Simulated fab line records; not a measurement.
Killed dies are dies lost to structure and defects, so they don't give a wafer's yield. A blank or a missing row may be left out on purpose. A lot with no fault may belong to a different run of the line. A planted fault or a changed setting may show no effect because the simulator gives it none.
fab line records	flow gf180mcu
record: lots: 12	wafers: 36	lastDay: 34
route steps=602 shown DNWELL@39 LVPWELL@61 MVSD@73
lots with no fault: from the same line, run without faults
startH: hours from the record's first day to the start of the lot's first wafer shown	waitH: how many hours have passed since the lot's step before this one	" repeats the value in the row above	L1.1+2: a row that stands for several wafers	- no value, or no start was given	* or withheld: withheld	< > ~ a bound
route shown NAME@n: NAME is a module with steps in the file, n the number in the route of the first one	usual: mean/standard deviation taken from wafers without a fault	same: alike in all rows	chamber/n: place in a boat	sites: the reading at each site	_std_site: their standard deviation	_edge_site: mean of outer sites minus mean of inner sites	radiusMm: for every site, how far away it sits from the centre of the wafer	mask NAME#n: copy n	behind: the last tool/chamber to shape the wafer	hold: reason for holding the lot/hours on hold/outcome of the hold	device: the n, p or np transistor that did not switch	end of line: tests run on the same wafers once the route is complete	a step given without rows: its recipe and nothing more	killed: not the wafer's yield, but the dies lost to structure and defects at the first sort	map: the dies of a wafer, with x for killed, . for not killed, _ for no die there
set.NAME: the setting that was run; set.NAME@STEP: the one run at that earlier step	model.NAME: the simulator's own value behind a step, which no gauge read
a sample of lots followed through the steps of the route, with each step as a table and each wafer as a row
services: a tool's chamber out of use, with start hour (startH, from the record's first day; less than 0 if before it), hours out, and reason
== steps ==
step: GF_DNWELL_IMPLANT_07
recipe: species: P	energyKev: 1500	doseCm2: 1e+13	tiltDeg: 0
usual: doseIonsCm2: 9.999e+12/1.2e+10	faradayCurrentUA: 56.4/1.1
lot.wafer	tool	chamber	startH	waitH	doseIonsCm2	faradayCurrentUA
L682.1	implanter-03	0	44.79	-	9.998e+12	54.6
L682.2	"	0	"	"	9.986e+12	57.5
L682.3	"	0	"	"	1.0002e+13	57.3
L683.1	implanter-03	0	48.62	-	9.999e+12	55.4
L683.2	"	0	"	"	1.0023e+13	56.9
L683.5	"	0	"	"	1.0016e+13	56.1
L684.1	implanter-01	0	54.24	-	9.999e+12	57.7
L684.2	"	0	"	"	9.996e+12	58.9
L684.3	"	0	"	"	9.989e+12	55.4
L685.3	implanter-03	0	59.27	-	9.989e+12	56.2
L685.5	"	0	"	"	1e+13	57.1
L685.6	"	0	"	"	9.975e+12	55.0
L686.3	implanter-01	0	63.73	-	1.0011e+13	55.9
L686.5	"	0	"	"	9.998e+12	56.7
L686.6	"	0	"	"	1.0002e+13	56.4
L687.2	implanter-01	0	70.75	-	1.0006e+13	56.5
L687.3	"	0	"	"	1.0015e+13	57.2
L687.5	"	0	"	"	9.984e+12	56.7
L688.1	implanter-01	0	75.02	-	9.994e+12	54.2
L688.3	"	0	"	"	1.0006e+13	56.1
L688.4	"	0	"	"	1.0016e+13	55.7
L696.1	implanter-01	0	118.02	-	5.045e+12	28.3
L696.2	"	0	"	"	5.06e+12	28.8
L696.6	"	0	"	"	5.065e+12	28.5
L697.2	implanter-01	0	123.50	-	5.072e+12	28.3
L697.4	"	0	"	"	5.045e+12	28.9
L697.5	"	0	"	"	5.059e+12	28.3
L699.1	implanter-03	0	133.88	-	9.999e+12	56.7
L699.2	"	0	"	"	9.965e+12	55.9
L699.4	"	0	"	"	9.974e+12	58.8
L700.1	implanter-02	0	139.47	-	9.999e+12	56.1
L700.2	"	0	"	"	1.0002e+13	56.6
L700.4	"	0	"	"	9.996e+12	54.1
L704.2	implanter-03	0	161.15	-	1.0015e+13	53.5
L704.3	"	0	"	"	1.0028e+13	56.2
L704.5	"	0	"	"	9.995e+12	58.7
step: GF_DNWELL_TW_MEAS_09
usual: DNWELL_TW: 1342/10
lot.wafer	tool	chamber	startH	waitH	DNWELL_TW
L682.1	filmMetro-02	-	45.04	0.1	1341
L682.2	"	-	"	"	1344
L682.3	"	-	"	"	1344
L683.1	filmMetro-03	-	48.87	0.1	1323
L683.2	"	-	"	"	1322
L683.5	"	-	"	"	1329
L684.1	filmMetro-02	-	54.49	0.1	1350
L684.2	"	-	"	"	1354
L684.3	"	-	"	"	1352
L685.3	filmMetro-03	-	59.49	0.1	1329
L685.5	"	-	"	"	1335
L685.6	"	-	"	"	1331
L686.3	filmMetro-03	-	63.95	0.1	1326
L686.5	"	-	"	"	1336
L686.6	"	-	"	"	1326
L687.2	filmMetro-01	-	70.99	0.1	1369
L687.3	"	-	"	"	1374
L687.5	"	-	"	"	1370
L688.1	filmMetro-03	-	75.27	0.1	1343
L688.3	"	-	"	"	1351
L688.4	"	-	"	"	1348
L696.1	filmMetro-01	-	118.27	0.1	1072
L696.2	"	-	"	"	1078
L696.6	"	-	"	"	1081
L697.2	filmMetro-03	-	123.74	0.1	1079
L697.4	"	-	"	"	1090
L697.5	"	-	"	"	1088
L699.1	filmMetro-03	-	134.13	0.1	1350
L699.2	"	-	"	"	1347
L699.4	"	-	"	"	1353
L700.1	filmMetro-01	-	139.72	0.1	1333
L700.2	"	-	"	"	1340
L700.4	"	-	"	"	1338
L704.2	filmMetro-01	-	161.38	0.1	1339
L704.3	"	-	"	"	1339
L704.5	"	-	"	"	1344
step: GF_LVPWELL_OVL_MEAS_07
usual: LVPWELL_OVL: -0.2/1.6
lot.wafer	tool	chamber	startH	waitH	LVPWELL_OVL[nm]
L682.1	overlay-02	-	72.03	-	-1.9
L682.2	"	-	"	"	-1.9
L682.3	"	-	"	"	-2.9
L683.1	overlay-02	-	76.49	-	-0.5
L683.2	"	-	"	"	-2.7
L683.5	"	-	"	"	-2.6
L684.1	overlay-02	-	81.33	-	-2.5
L684.2	"	-	"	"	-2.4
L684.3	"	-	"	"	-4.7
L685.3	overlay-01	-	87.04	-	3.8
L685.5	"	-	"	"	1.0
L685.6	"	-	"	"	1.3
L686.3	overlay-02	-	92.44	-	-3.1
L686.5	"	-	"	"	-2.3
L686.6	"	-	"	"	-0.8
L687.2	overlay-02	-	99.79	-	-0.5
L687.3	"	-	"	"	-0.9
L687.5	"	-	"	"	1.3
L688.1	overlay-02	-	104.73	-	1.0
L688.3	"	-	"	"	0.7
L688.4	"	-	"	"	-0.6
L696.1	overlay-01	-	150.99	-	2.2
L696.2	"	-	"	"	1.1
L696.6	"	-	"	"	0.4
L697.2	overlay-02	-	155.64	-	3.7
L697.4	"	-	"	"	0.1
L697.5	"	-	"	"	-0.1
L699.1	overlay-02	-	167.32	-	-2.3
L699.2	"	-	"	"	0.1
L699.4	"	-	"	"	-2.9
L700.1	overlay-01	-	172.94	-	-0.2
L700.2	"	-	"	"	0.9
L700.4	"	-	"	"	0.0
L704.2	overlay-02	-	196.14	-	-2.6
L704.3	"	-	"	"	-1.6
L704.5	"	-	"	"	0.0
step: GF_LVPWELL_STRIP_10
recipe: chemistry: O2/N2	powerW: 1400	pressureMtorr: 1500	platenTempC: 250	o2FlowSccm: 3000	n2FlowSccm: 300	overashFraction: 0.5
usual: drypumpMotorCurrentA: 5.6/0.3	heaterPowerW: 326/28	oesProductAu: 0.722/0.0044	stripTimeToEndpointS: 37.00/0.11
lot.wafer	tool	chamber	startH	waitH	drypumpMotorCurrentA	heaterPowerW	oesProductAu	rfHoursCounterH	stripTimeToEndpointS
L682.1	plasmaAsher-03	0	72.45	0.1	5.7	330	0.727	21	37.23
L682.2	"	1	"	"	5.5	273	0.727	21	37.12
L682.3	"	1	"	"	5.5	279	0.715	-	37.23
L683.1	plasmaAsher-02	1	76.82	0.1	6.2	372	0.728	42	37.19
L683.2	"	0	"	"	5.2	336	0.731	42	37.20
L683.5	"	1	"	"	6.2	373	0.727	-	37.20
L684.1	plasmaAsher-04	1	81.67	0.1	5.5	337	0.728	44	37.07
L684.2	"	0	"	"	5.6	290	0.720	44	37.16
L684.3	"	0	"	"	5.6	299	0.721	-	37.14
L685.3	plasmaAsher-02	0	87.40	0.1	5.3	337	0.728	-	37.02
L685.5	"	0	"	"	5.3	330	0.720	-	36.99
L685.6	"	1	"	"	6.2	362	0.729	-	36.98
L686.3	plasmaAsher-04	0	92.80	0.1	5.6	301	0.721	-	36.76
L686.5	"	1	"	"	5.5	340	0.719	-	36.78
L686.6	"	0	"	"	5.6	296	0.715	-	36.79
L687.2	plasmaAsher-04	1	100.12	0.1	5.5	335	0.722	46	37.08
L687.3	"	1	"	"	5.5	324	0.724	-	36.95
L687.5	"	1	"	"	5.5	323	0.724	-	37.03
L688.1	plasmaAsher-03	0	105.06	0.1	5.7	316	0.722	25	37.00
L688.3	"	0	"	"	5.7	329	0.720	-	37.06
L688.4	"	1	"	"	5.5	278	0.722	-	37.04
L696.1	plasmaAsher-04	0	151.32	0.1	5.6	304	0.724	3	36.85
L696.2	"	1	"	"	5.5	321	0.713	3	36.75
L696.6	"	0	"	"	5.6	309	0.719	-	36.88
L697.2	plasmaAsher-02	0	155.97	0.1	5.2	328	0.722	48	36.97
L697.4	"	0	"	"	5.3	339	0.716	-	36.92
L697.5	"	1	"	"	6.2	367	0.723	-	36.84
L699.1	plasmaAsher-04	1	167.66	0.1	5.4	335	0.726	5	36.96
L699.2	"	0	"	"	5.6	302	0.712	5	37.07
L699.4	"	1	"	"	5.5	329	0.724	-	36.96
L700.1	plasmaAsher-03	1	173.27	0.1	5.5	283	0.720	32	36.87
L700.2	"	0	"	"	5.7	324	0.724	32	36.84
L700.4	"	1	"	"	5.5	278	0.728	-	36.90
L704.2	plasmaAsher-04	1	196.47	0.1	5.5	334	0.727	9	36.99
L704.3	"	1	"	"	5.5	321	0.715	-	37.01
L704.5	"	0	"	"	5.6	301	0.725	-	37.11
step: GF_MVSD_OVL_MEAS_07
usual: MVSD_OVL: 0.5/1.6
lot.wafer	tool	chamber	startH	waitH	MVSD_OVL[nm]
L682.1	overlay-02	-	86.62	-	1.5
L682.2	"	-	"	"	0.3
L682.3	"	-	"	"	-1.1
L683.1	overlay-02	-	90.88	-	-1.2
L683.2	"	-	"	"	-1.2
L683.5	"	-	"	"	-1.3
L684.1	overlay-02	-	96.13	-	1.2
L684.2	"	-	"	"	-0.4
L684.3	"	-	"	"	0.6
L685.3	overlay-02	-	102.79	-	-0.3
L685.5	"	-	"	"	0.8
L685.6	"	-	"	"	-0.5
L686.3	overlay-02	-	107.79	-	-1.1
L686.5	"	-	"	"	0.2
L686.6	"	-	"	"	0.4
L687.2	overlay-02	-	115.23	-	2.0
L687.3	"	-	"	"	0.9
L687.5	"	-	"	"	1.1
L688.1	overlay-02	-	119.93	-	2.1
L688.3	"	-	"	"	-0.7
L688.4	"	-	"	"	-1.4
L696.1	overlay-02	-	168.27	-	1.4
L696.2	"	-	"	"	3.3
L696.6	"	-	"	"	-0.3
L697.2	overlay-02	-	172.99	-	1.0
L697.4	"	-	"	"	0.8
L697.5	"	-	"	"	1.0
L699.1	overlay-02	-	184.12	-	0.2
L699.2	"	-	"	"	0.8
L699.4	"	-	"	"	-2.3
L700.1	overlay-01	-	190.02	-	0.7
L700.2	"	-	"	"	1.4
L700.4	"	-	"	"	1.7
L704.2	overlay-01	-	213.69	-	-0.4
L704.3	"	-	"	"	-0.1
L704.5	"	-	"	"	-1.6
== services ==
tool	chamber	startH	hours	kind
implanter-03	-	31.26	3.4	pm
implanter-02	-	32.28	4.4	pm
implanter-02	-	38.70	2.4	repair
implanter-02	-	39.29	2.1	repair
implanter-01	-	43.00	0.7	repair
implanter-01	-	44.24	6.1	repair
implanter-03	-	50.24	1.2	repair
implanter-03	-	66.05	14.6	repair
implanter-03	-	66.76	2.3	repair
implanter-01	-	85.69	22.6	pm
implanter-02	-	90.47	2.2	pm
plasmaAsher-02	-	92.04	22.7	repair
plasmaAsher-04	-	108.75	9.0	pm
plasmaAsher-04	0	108.75	9.0	ventCycle
plasmaAsher-04	1	108.75	9.0	ventCycle
implanter-02	-	110.58	8.4	repair
implanter-02	-	116.91	3.2	repair
plasmaAsher-04	0	117.75	-	clean
plasmaAsher-04	1	117.75	-	clean
implanter-01	-	127.90	2.5	repair
implanter-01	-	130.43	8.6	pm
implanter-01	-	160.23	2.7	pm
plasmaAsher-02	-	172.36	14.6	pm
== key ==
firstSign: step: GF_DNWELL_IMPLANT_07	reading: doseIonsCm2	direction: down	sigmas: 99+	usual: 9.999e+12	struck: 5.058e+12
effect: step: GF_DNWELL_IMPLANT_07	reading: faradayCurrentUA	direction: down	sigmas: 26	usual: 56.4	struck: 28.5
effect: step: GF_DNWELL_TW_MEAS_09	reading: DNWELL_TW	direction: down	sigmas: 26	usual: 1342	struck: 1081
metAt GF_DNWELL_IMPLANT_07
struckLots L696,L697
testerLeftOut L696,L697
notActingAt GF_LVPWELL_OVL_MEAS_07,GF_LVPWELL_STRIP_10,GF_MVSD_OVL_MEAS_07
onsetBetween 75.02 118.02
fault: kind: processParameterDrift	tool: implanter-01	chamber: -	onsetH: 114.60	steps: GF_DNWELL_IMPLANT_07	channel: doseCm2	offset: -4.9424e+12	shape: step	endH: 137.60	actsIn: theseRecipesOnly	stated: 1e+13
testerLeftOut: of these lots the tester's yield and bins aren't shown, on N5 and GAA mostly nor the transistor test; their killed dies are dies lost to structure and defects alone, not to doping, threshold or leakage, so they don't give the yield
